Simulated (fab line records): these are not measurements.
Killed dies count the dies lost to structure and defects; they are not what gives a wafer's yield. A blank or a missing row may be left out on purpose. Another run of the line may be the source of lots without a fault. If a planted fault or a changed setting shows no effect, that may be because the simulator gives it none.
Shared-tool check -- flow sky130 -- Lots sampled 11, wafers sampled 39

== REASON FOR OPENING ==
SKY_GATE_OXIDE_THK_MEAS_02, reading GATE_OXIDE_OXIDATION_00_THK: flagged on 2 of 11 lots. Fault-free wafers read 10.22 nm, with a standard deviation of 0.2.
Rule: a lot is flagged in two cases, either no wafer of it has a number, or all its wafers with numbers fall more than 4 standard deviations from that mean. All remaining lots are regarded as sound.

lot,measured,on,"GATE_OXIDE_OXIDATION_00_THK (nm), wafer by wafer",flag
L844,day 12 21:09,film_metro-03,10.31 10.11 10.14,
L846,day 13 22:25,film_metro-03,10.28 9.97 10.09,
L847,day 14 06:14,film_metro-02,10.15 10.31 10.42,
L849,day 15 00:22,film_metro-01,10.50 10.41 10.47,
L850,day 15 08:33,film_metro-03,10.04 10.14 9.97,
L852,day 15 19:36,film_metro-03,10.47 10.44 10.49,
L853,day 16 02:52,film_metro-01,10.45 10.52 10.55,
L854,day 16 14:46,film_metro-01,10.17 10.24 10.09,
L855,day 16 18:02,film_metro-02,9.98 10.30 10.13,
L858,day 17 19:45,film_metro-02,7.12 6.91 7.19 7.08 6.97 7.18,FLAGGED
L859,day 18 00:19,film_metro-03,6.77 6.90 6.89 6.72 6.88 6.89,FLAGGED
Average over the flagged lots: 6.96 nm; offset from the usual -3.26 nm, equal to -16 standard deviations.

== WHICH TOOL RAN EACH LOT ==
Before the reading, the record contains 2 process steps out of a 708-step route. Each cell gives the tool, then ch followed by the chambers the sampled wafers passed through, then the start.
lot,flag,SKY_SONOS_ONO_ETCH_15,SKY_GATE_OXIDE_OXIDATION_01
L844,,"rie_diel-02 ch 0,2,3, day 12 18:31","furnace-01 ch 0, day 12 19:44"
L846,,"rie_diel-01 ch 1,2, day 13 20:26","furnace-01 ch 0, day 13 20:59"
L847,,"rie_diel-02 ch 2,3, day 14 04:29","furnace-02 ch 0, day 14 04:50"
L849,,"rie_diel-03 ch 0,3, day 14 19:19","furnace-02 ch 0, day 14 22:56"
L850,,"rie_diel-03 ch 0,1,3, day 15 04:46","furnace-01 ch 0, day 15 07:08"
L852,,"rie_diel-03 ch 0,1,2, day 15 14:23","furnace-02 ch 0, day 15 18:10"
L853,,"rie_diel-02 ch 0,1,2, day 16 00:22","furnace-01 ch 0, day 16 01:26"
L854,,"rie_diel-02 ch 0,2,3, day 16 12:10","furnace-02 ch 0, day 16 13:21"
L855,,"rie_diel-03 ch 0,3, day 16 16:02","furnace-01 ch 0, day 16 16:38"
L858,FLAGGED,"rie_diel-01 ch 0,1,3, day 17 17:58","furnace-02 ch 0, day 17 18:20"
L859,FLAGGED,"rie_diel-03 ch 2,3, day 17 22:29","furnace-02 ch 0, day 17 22:53"
These steps, and what they do:
- SKY_SONOS_ONO_ETCH_15: etches the open film in CHF3/O2, target depth 19.52 nm, time 7.8 s.
- SKY_GATE_OXIDE_OXIDATION_01: stabilise 600 s, purge 300 s, target thk 10.268 nm.
- SKY_GATE_OXIDE_THK_MEAS_02

== FLAGGED AGAINST TOTAL, ONE TOOL AT A TIME (gauges that did the reading follow at the end) ==
step,tool,lots run,flagged,share of the flagged lots,sound lots run after its first flagged lot
SKY_SONOS_ONO_ETCH_15,rie_diel-01,2,1,some,0
SKY_SONOS_ONO_ETCH_15,rie_diel-02,4,0,none,-
SKY_SONOS_ONO_ETCH_15,rie_diel-03,5,1,some,0
SKY_GATE_OXIDE_OXIDATION_01,furnace-01,5,0,none,-
SKY_GATE_OXIDE_OXIDATION_01,furnace-02,6,2,all,0
SKY_GATE_OXIDE_THK_MEAS_02,film_metro-01,3,0,none,-
SKY_GATE_OXIDE_THK_MEAS_02,film_metro-02,3,1,some,0
SKY_GATE_OXIDE_THK_MEAS_02,film_metro-03,5,1,some,0

== WHAT THE TABLE PERMITS ==
All flagged lots share 1 row of the table, namely furnace-02 at SKY_GATE_OXIDE_OXIDATION_01.
- furnace-02 at SKY_GATE_OXIDE_OXIDATION_01: 2 of its 6 lots flagged. Last sound lot L854 at day 16 13:21, first flagged lot L858 at day 17 18:20; a fault beginning in between fits. Its own readings lie more than 4 standard deviations out on every wafer of the flagged lots: spike_tc_bottom_C, spike_tc_centre_C, spike_tc_lower_C, spike_tc_top_C, spike_tc_upper_C, tube_center_temp_C, tube_center_temp_C_max.
Just one tool remains: furnace-02 at SKY_GATE_OXIDE_OXIDATION_01.

== WHAT HAD BEEN PUT IN BY THE SIMULATOR ==
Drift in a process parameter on furnace-02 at SKY_GATE_OXIDE_OXIDATION_01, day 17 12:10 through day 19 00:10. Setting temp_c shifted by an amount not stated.
Lots struck among those shown: L858, L859. The same result came from the rule above.
